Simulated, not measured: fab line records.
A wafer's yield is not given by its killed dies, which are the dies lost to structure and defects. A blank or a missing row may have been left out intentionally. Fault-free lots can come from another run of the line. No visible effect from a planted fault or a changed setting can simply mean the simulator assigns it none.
fab line records -- flow gf180mcu
record: lots: 10, wafers: 30, last_day: 34
route steps=602 shown MIM@507 M5@535
lots that met no fault: taken from a fault-free run of the same line
start_h: hours from the record's first day to the start of the lot's first wafer shown -- wait_h: hours elapsed since this lot's preceding step -- " same as the row above -- L1.1+2: one row covering several wafers at once -- - no value present, or no start provided -- * or withheld: withheld -- < > ~ a bound
route shown NAME@n: names a module that has steps shown in the file, with the first one's number in the route -- usual: the fault-free wafers' mean and standard deviation -- same: alike in all rows -- chamber/n: place in a boat -- sites: readings site by site -- _std_site: how widely they spread, as a standard deviation -- _edge_site: outer sites' mean less inner sites' -- radius_mm: for every site, how far away it sits from the centre of the wafer -- mask NAME#n: copy n -- behind: tool/chamber where the wafer was last shaped -- hold: why the lot went on hold/how many hours it stayed there/how the hold came to an end -- device: whichever transistor did not switch (one of n, p or np) -- end of line: the tests these same wafers got at the end of their route -- where a step has no rows: the recipe by itself -- killed: count of dies lost to structure and defects at first sort (not the wafer's yield) -- map: a wafer's dies, marking killed ones x, the rest . and places with no die _
set.NAME: the setting the step ran with; set.NAME@STEP: the setting that earlier step ran with -- model.NAME: the simulator's own value behind a step, which no gauge read
one table for each step of the route and one row for each wafer, over a sample of lots
services: when a tool's chamber went out of use (start_h, in hours from the record's first day, below 0 if earlier), for how many hours, and the reason
== steps ==
step: GF_MIM_SPUTTER_04
recipe: material: TiN, target_thk_nm: 50, power_w: 6500, time_s: 41.7, chamber_pressure_pa: 0.4
usual: cathode_dc_power_W: 6500.1/1.1, throttle_valve_pct: 29.9/1
lot.wafer,tool,chamber,start_h,wait_h,cathode_dc_power_W,throttle_valve_pct
L343.3,pvd_sputter-01,-,578.02,0.0,6502.3,30.7
L343.4,pvd_sputter-01,-,578.02,0.0,6502.0,30.9
L343.6,pvd_sputter-01,-,578.02,0.0,6497.7,27.8
L344.1,pvd_sputter-04,-,587.82,0.0,6501.5,30.1
L344.4,pvd_sputter-04,-,587.82,0.0,6500.5,28.7
L344.6,pvd_sputter-04,-,587.82,0.0,6498.3,29.5
L345.1,pvd_sputter-04,-,594.98,0.0,6499.6,28.6
L345.2,pvd_sputter-04,-,594.98,0.0,6498.7,29.9
L345.6,pvd_sputter-04,-,594.98,0.0,6498.9,29.8
L347.3,pvd_sputter-04,-,612.76,0.0,6502.0,28.6
L347.5,pvd_sputter-04,-,612.76,0.0,6500.1,28.5
L347.6,pvd_sputter-04,-,612.76,0.0,6500.6,29.7
L354.1,pvd_sputter-04,-,659.39,0.0,6502.0,30.0
L354.2,pvd_sputter-04,-,659.39,0.0,6500.2,29.7
L354.4,pvd_sputter-04,-,659.39,0.0,6500.6,28.8
L355.1,pvd_sputter-01,-,663.85,0.0,6499.1,31.1
L355.2,pvd_sputter-01,-,663.85,0.0,6499.9,30.7
L355.6,pvd_sputter-01,-,663.85,0.0,6499.5,30.7
L357.3,pvd_sputter-01,-,687.68,0.0,6501.2,31.1
L357.4,pvd_sputter-01,-,687.68,0.0,6499.7,30.9
L357.5,pvd_sputter-01,-,687.68,0.0,6499.6,31.2
L358.1,pvd_sputter-03,-,689.20,0.0,6499.3,30.4
L358.3,pvd_sputter-03,-,689.20,0.0,6500.7,28.9
L358.6,pvd_sputter-03,-,689.20,0.0,6500.3,30.5
L364.1,pvd_sputter-03,-,725.25,0.0,6500.4,30.6
L364.2,pvd_sputter-03,-,725.25,0.0,6499.6,29.1
L364.5,pvd_sputter-03,-,725.25,0.0,6501.6,30.5
L365.2,pvd_sputter-01,-,732.05,0.0,6499.3,31.2
L365.3,pvd_sputter-01,-,732.05,0.0,6499.4,30.6
L365.4,pvd_sputter-01,-,732.05,0.0,6501.7,27.8
step: GF_MIM_SPUTTER_08
recipe: material: AlCu, target_thk_nm: 200, power_w: 10600, time_s: 10.6, chamber_pressure_pa: 0.4
usual: cathode_dc_power_W: 10600/2.1, throttle_valve_pct: 29.8/1
lot.wafer,tool,chamber,start_h,wait_h,cathode_dc_power_W,throttle_valve_pct
L343.3,pvd_sputter-04,-,578.20,0.0,10599,28.8
L343.4,pvd_sputter-04,-,578.20,0.0,10604,29.9
L343.6,pvd_sputter-04,-,578.20,0.0,10598,28.5
L344.1,pvd_sputter-03,-,587.99,0.0,10599,30.6
L344.4,pvd_sputter-03,-,587.99,0.0,10599,30.7
L344.6,pvd_sputter-03,-,587.99,0.0,10600,29.0
L345.1,pvd_sputter-03,-,595.16,0.0,10597,29.0
L345.2,pvd_sputter-03,-,595.16,0.0,10599,30.4
L345.6,pvd_sputter-03,-,595.16,0.0,10601,30.8
L347.3,pvd_sputter-01,-,612.94,0.0,10602,31.1
L347.5,pvd_sputter-01,-,612.94,0.0,10603,31.3
L347.6,pvd_sputter-01,-,612.94,0.0,10601,31.1
L354.1,pvd_sputter-03,-,659.57,0.0,10597,30.6
L354.2,pvd_sputter-03,-,659.57,0.0,10603,28.8
L354.4,pvd_sputter-03,-,659.57,0.0,10600,30.3
L355.1,pvd_sputter-04,-,664.03,0.0,10599,28.8
L355.2,pvd_sputter-04,-,664.03,0.0,10599,29.8
L355.6,pvd_sputter-04,-,664.03,0.0,10603,28.6
L357.3,pvd_sputter-03,-,687.86,0.0,10598,29.0
L357.4,pvd_sputter-03,-,687.86,0.0,10598,30.1
L357.5,pvd_sputter-03,-,687.86,0.0,10601,29.2
L358.1,pvd_sputter-01,-,689.37,0.0,10601,30.7
L358.3,pvd_sputter-01,-,689.37,0.0,10603,30.9
L358.6,pvd_sputter-01,-,689.37,0.0,10600,28.1
L364.1,pvd_sputter-01,-,725.43,0.0,10602,31.1
L364.2,pvd_sputter-01,-,725.43,0.0,10597,31.2
L364.5,pvd_sputter-01,-,725.43,0.0,10603,31.1
L365.2,pvd_sputter-04,-,732.23,0.0,10601,29.9
L365.3,pvd_sputter-04,-,732.23,0.0,10603,28.8
L365.4,pvd_sputter-04,-,732.23,0.0,10601,29.1
step: GF_MIM_RS_MEAS_10
recipe: thk_meas_gauge: four-point-probe, reads: TiN_of_MIM_SPUTTER_09+AlCu_of_MIM_SPUTTER_08+TiN_of_MIM_SPUTTER_07
usual: MIM_ALCU_RS: 0.1609/0.002
lot.wafer,tool,chamber,start_h,wait_h,MIM_ALCU_RS[ohm/sq]
L343.3,film_metro-01,-,578.30,0.1,0.1631
L343.4,film_metro-01,-,578.30,0.1,0.1624
L343.6,film_metro-01,-,578.30,0.1,0.1643
L344.1,film_metro-02,-,588.05,0.0,0.1615
L344.4,film_metro-02,-,588.05,0.0,0.1607
L344.6,film_metro-02,-,588.05,0.0,0.1612
L345.1,film_metro-03,-,595.22,0.0,0.1616
L345.2,film_metro-03,-,595.22,0.0,0.1588
L345.6,film_metro-03,-,595.22,0.0,0.1607
L347.3,film_metro-02,-,613.03,0.1,0.1557
L347.5,film_metro-02,-,613.03,0.1,0.1571
L347.6,film_metro-02,-,613.03,0.1,0.1565
L354.1,film_metro-03,-,659.62,0.0,0.1640
L354.2,film_metro-03,-,659.62,0.0,0.1621
L354.4,film_metro-03,-,659.62,0.0,0.1623
L355.1,film_metro-01,-,664.08,0.0,0.1681
L355.2,film_metro-01,-,664.08,0.0,0.1688
L355.6,film_metro-01,-,664.08,0.0,0.1638
L357.3,film_metro-01,-,687.95,0.1,0.1631
L357.4,film_metro-01,-,687.95,0.1,0.1625
L357.5,film_metro-01,-,687.95,0.1,0.1615
L358.1,film_metro-02,-,689.43,0.0,0.1585
L358.3,film_metro-02,-,689.43,0.0,0.1571
L358.6,film_metro-02,-,689.43,0.0,0.1577
L364.1,film_metro-02,-,725.48,0.0,0.1580
L364.2,film_metro-02,-,725.48,0.0,0.1602
L364.5,film_metro-02,-,725.48,0.0,0.1598
L365.2,film_metro-03,-,732.30,0.0,0.1623
L365.3,film_metro-03,-,732.30,0.0,0.1635
L365.4,film_metro-03,-,732.30,0.0,0.1645
step: GF_MIM_THK_MEAS_11
recipe: thk_meas_gauge: xrf, reads: AlCu_of_MIM_SPUTTER_08
usual: MIM_ALCU_THK: 199.3/2.6
lot.wafer,tool,chamber,start_h,wait_h,MIM_ALCU_THK[nm]
L343.3,film_metro-01,-,578.40,0.1,198.6
L343.4,film_metro-01,-,578.40,0.1,198.5
L343.6,film_metro-01,-,578.40,0.1,196.4
L344.1,film_metro-02,-,588.17,0.1,199.6
L344.4,film_metro-02,-,588.17,0.1,199.8
L344.6,film_metro-02,-,588.17,0.1,198.6
L345.1,film_metro-03,-,595.34,0.1,198.2
L345.2,film_metro-03,-,595.34,0.1,202.4
L345.6,film_metro-03,-,595.34,0.1,199.6
L347.3,film_metro-02,-,613.13,0.1,206.5
L347.5,film_metro-02,-,613.13,0.1,203.6
L347.6,film_metro-02,-,613.13,0.1,206.3
L354.1,film_metro-03,-,659.74,0.1,195.2
L354.2,film_metro-03,-,659.74,0.1,196.9
L354.4,film_metro-03,-,659.74,0.1,197.6
L355.1,film_metro-01,-,664.20,0.1,191.4
L355.2,film_metro-01,-,664.20,0.1,191.9
L355.6,film_metro-01,-,664.20,0.1,196.8
L357.3,film_metro-01,-,688.05,0.1,195.9
L357.4,film_metro-01,-,688.05,0.1,197.4
L357.5,film_metro-01,-,688.05,0.1,198.6
L358.1,film_metro-02,-,689.55,0.1,203.0
L358.3,film_metro-02,-,689.55,0.1,204.0
L358.6,film_metro-02,-,689.55,0.1,204.0
L364.1,film_metro-02,-,725.60,0.1,202.9
L364.2,film_metro-02,-,725.60,0.1,199.6
L364.5,film_metro-02,-,725.60,0.1,200.8
L365.2,film_metro-03,-,732.41,0.1,195.8
L365.3,film_metro-03,-,732.41,0.1,195.1
L365.4,film_metro-03,-,732.41,0.1,194.7
step: GF_MIM_STRIP_20
recipe: chemistry: O2/N2, power_w: 1400, pressure_mtorr: 1500, platen_temp_c: 250, o2_flow_sccm: 3000, n2_flow_sccm: 300, overash_fraction: 0.5
usual: drypump_motor_current_A: 5.7/0.57, heater_power_w: 318/11, oes_product_au: 0.691/0.0047, strip_time_to_endpoint_s: 11.20/0.039
lot.wafer,tool,chamber,start_h,wait_h,drypump_motor_current_A,heater_power_w,oes_product_au,rf_hours_counter_h,strip_time_to_endpoint_s
L343.3,plasma_asher-04,0,599.65,0.1,5.7,331,0.694,-,11.15
L343.4,plasma_asher-04,1,599.65,0.1,4.9,322,0.693,-,11.20
L343.6,plasma_asher-04,0,599.65,0.1,5.7,329,0.693,-,11.20
L344.1,plasma_asher-02,1,608.97,0.0,5.5,308,0.695,15,11.22
L344.4,plasma_asher-02,0,608.97,0.0,6.6,319,0.686,-,11.21
L344.6,plasma_asher-02,0,608.97,0.0,6.6,316,0.687,-,11.16
L345.1,plasma_asher-04,0,615.62,0.0,5.7,330,0.689,100,11.20
L345.2,plasma_asher-04,1,615.62,0.0,5.0,322,0.692,100,11.24
L345.6,plasma_asher-04,1,615.62,0.0,5.0,321,0.688,-,11.25
L347.3,plasma_asher-02,0,632.44,0.1,6.5,318,0.688,-,11.22
L347.5,plasma_asher-02,1,632.44,0.1,5.5,308,0.689,-,11.19
L347.6,plasma_asher-02,0,632.44,0.1,6.5,320,0.693,-,11.17
L354.1,plasma_asher-02,0,678.82,0.0,6.6,325,0.690,22,11.13
L354.2,plasma_asher-02,1,678.82,0.0,5.5,309,0.683,22,11.20
L354.4,plasma_asher-02,0,678.82,0.0,6.6,318,0.690,-,11.18
L355.1,plasma_asher-02,0,682.50,0.0,6.6,311,0.694,22,11.23
L355.2,plasma_asher-02,1,682.50,0.0,5.5,307,0.696,22,11.14
L355.6,plasma_asher-02,0,682.50,0.0,6.5,324,0.696,-,11.17
L357.3,plasma_asher-04,0,706.84,0.1,5.7,325,0.688,-,11.23
L357.4,plasma_asher-04,1,706.84,0.1,4.9,330,0.690,-,11.17
L357.5,plasma_asher-04,0,706.84,0.1,5.7,326,0.689,-,11.27
L358.1,plasma_asher-02,1,708.17,0.0,5.5,301,0.685,23,11.19
L358.3,plasma_asher-02,1,708.17,0.0,5.5,310,0.691,-,11.19
L358.6,plasma_asher-02,1,708.17,0.0,5.5,301,0.694,-,11.18
L364.1,plasma_asher-02,1,742.97,0.1,5.5,307,0.688,27,11.21
L364.2,plasma_asher-02,0,742.97,0.1,6.5,324,0.684,27,11.18
L364.5,plasma_asher-02,1,742.97,0.1,5.5,309,0.683,-,11.22
L365.2,plasma_asher-02,0,749.19,0.1,6.5,318,0.691,27,11.28
L365.3,plasma_asher-02,0,749.19,0.1,6.5,322,0.692,-,11.25
L365.4,plasma_asher-02,1,749.19,0.1,5.5,314,0.688,-,11.28
step: GF_M5_ETCH_09
recipe: chemistry: CF4/O2, target: Si3N4, target_depth_nm: 52, source_w: 800, bias_w: 150, pressure_mtorr: 150, cf4_flow_sccm: 80, O2_flow_sccm: 10, time_s: 11.6
usual: cf4_flow_sccm: 79.96/0.21, drypump_motor_current_A: 5.6/0.34, oes_product_au: 0.994/0.011, throttle_valve_pct: 5.969/0.0094
lot.wafer,tool,chamber,start_h,wait_h,cf4_flow_sccm,drypump_motor_current_A,oes_product_au,rf_hours_counter_h,throttle_valve_pct
L343.3,rie_diel-02,0,621.30,0.0,79.88,5.1,0.995,3,5.963
L343.4,rie_diel-02,1,621.30,0.0,79.81,5.6,0.993,13,5.958
L343.6,rie_diel-02,0,621.30,0.0,79.97,5.1,1.009,-,5.976
L344.1,rie_diel-03,2,630.34,0.0,79.87,5.9,1.004,70,5.977
L344.4,rie_diel-03,3,630.34,0.0,79.91,5.8,1.007,5,5.975
L344.6,rie_diel-03,0,630.34,0.0,79.74,5.5,0.994,-,5.980
L345.1,rie_diel-02,0,636.60,0.0,80.39,5.1,1.001,3,5.959
L345.2,rie_diel-02,3,636.60,0.0,80.25,5.1,0.989,11,5.969
L345.6,rie_diel-02,2,636.60,0.0,80.06,6.0,0.996,-,5.979
L347.3,rie_diel-02,0,652.93,0.0,80.10,5.1,0.982,4,5.962
L347.5,rie_diel-02,2,652.93,0.0,79.71,6.0,1.011,-,5.973
L347.6,rie_diel-02,1,652.93,0.0,80.12,5.7,1.007,-,5.966
L354.1,rie_diel-04,0,698.39,0.0,80.06,5.7,0.982,16,5.971
L354.2,rie_diel-04,2,698.39,0.0,80.15,6.3,0.983,49,5.965
L354.4,rie_diel-04,3,698.39,0.0,80.22,5.7,0.989,0,5.984
L355.1,rie_diel-02,2,702.23,0.0,80.09,5.9,0.990,12,5.991
L355.2,rie_diel-02,3,702.23,0.0,79.66,5.1,0.979,14,5.959
L355.6,rie_diel-02,0,702.23,0.0,80.05,5.1,0.978,-,5.961
L357.3,rie_diel-02,1,725.28,0.0,80.22,5.6,0.987,17,5.963
L357.4,rie_diel-02,3,725.28,0.0,79.80,5.1,0.983,14,5.972
L357.5,rie_diel-02,1,725.28,0.0,80.18,5.6,0.989,-,5.973
L358.1,rie_diel-02,0,726.23,0.0,80.34,5.1,0.996,7,5.972
L358.3,rie_diel-02,2,726.23,0.0,80.40,5.9,1.000,12,5.958
L358.6,rie_diel-02,1,726.23,0.0,79.96,5.6,0.986,-,5.986
L364.1,rie_diel-02,2,760.45,0.0,79.48,5.9,0.990,14,5.961
L364.2,rie_diel-02,0,760.45,0.0,80.34,5.1,0.993,8,5.953
L364.5,rie_diel-02,0,760.45,0.0,80.15,5.1,0.995,-,5.955
L365.2,rie_diel-02,1,766.30,0.0,79.87,5.7,0.988,19,5.967
L365.3,rie_diel-02,0,766.30,0.0,79.86,5.1,0.974,8,5.974
L365.4,rie_diel-02,3,766.30,0.0,80.09,5.1,0.984,16,5.980
== services ==
tool,chamber,start_h,hours,kind
rie_diel-02,2,560.71,9.8,repair
rie_diel-04,2,562.76,3.8,repair
plasma_asher-04,-,566.84,10.2,repair
rie_diel-02,0,566.88,6.3,repair
plasma_asher-02,-,571.59,28.1,pm
pvd_sputter-03,-,577.76,1.9,repair
rie_diel-02,0,585.59,2.6,repair
pvd_sputter-04,-,585.82,1.3,repair
plasma_asher-04,-,585.91,2.8,pm
plasma_asher-04,-,588.67,0.5,repair
rie_diel-03,-,590.12,0.9,repair
pvd_sputter-03,-,663.62,2.4,repair
pvd_sputter-01,-,667.35,2.9,repair
rie_diel-02,3,669.64,2.6,repair
plasma_asher-02,-,673.74,1.3,repair
pvd_sputter-03,-,679.43,6.8,repair
rie_diel-02,2,687.88,7.0,repair
plasma_asher-02,-,689.22,15.6,pm
rie_diel-02,1,696.36,8.4,repair
pvd_sputter-04,-,711.22,1.7,repair
plasma_asher-04,-,733.75,9.0,pm
rie_diel-02,0,738.87,8.0,repair
rie_diel-02,3,740.97,8.6,repair
rie_diel-02,0,750.32,3.1,repair
== key ==
first_sign: step: GF_MIM_RS_MEAS_10, reading: MIM_ALCU_RS, direction: up, sigmas: 3.7, usual: 0.1609, struck: 0.1684
effect: step: GF_MIM_THK_MEAS_11, reading: MIM_ALCU_THK, direction: down, sigmas: 3, usual: 199.3, struck: 191.7
met_at GF_MIM_SPUTTER_08
struck_lots L355
struck_wafers L355.1,L355.2
not_acting_at GF_MIM_SPUTTER_04,GF_MIM_STRIP_20,GF_M5_ETCH_09
onset_between 578.20 664.03
fault: kind: process_parameter_drift, tool: pvd_sputter-04, chamber: -, onset_h: 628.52, steps: GF_MIM_SPUTTER_08, channel: time_s, offset: *, shape: step, end_h: 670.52, scope: struck_wafers_only, acts_in: *, stated: *
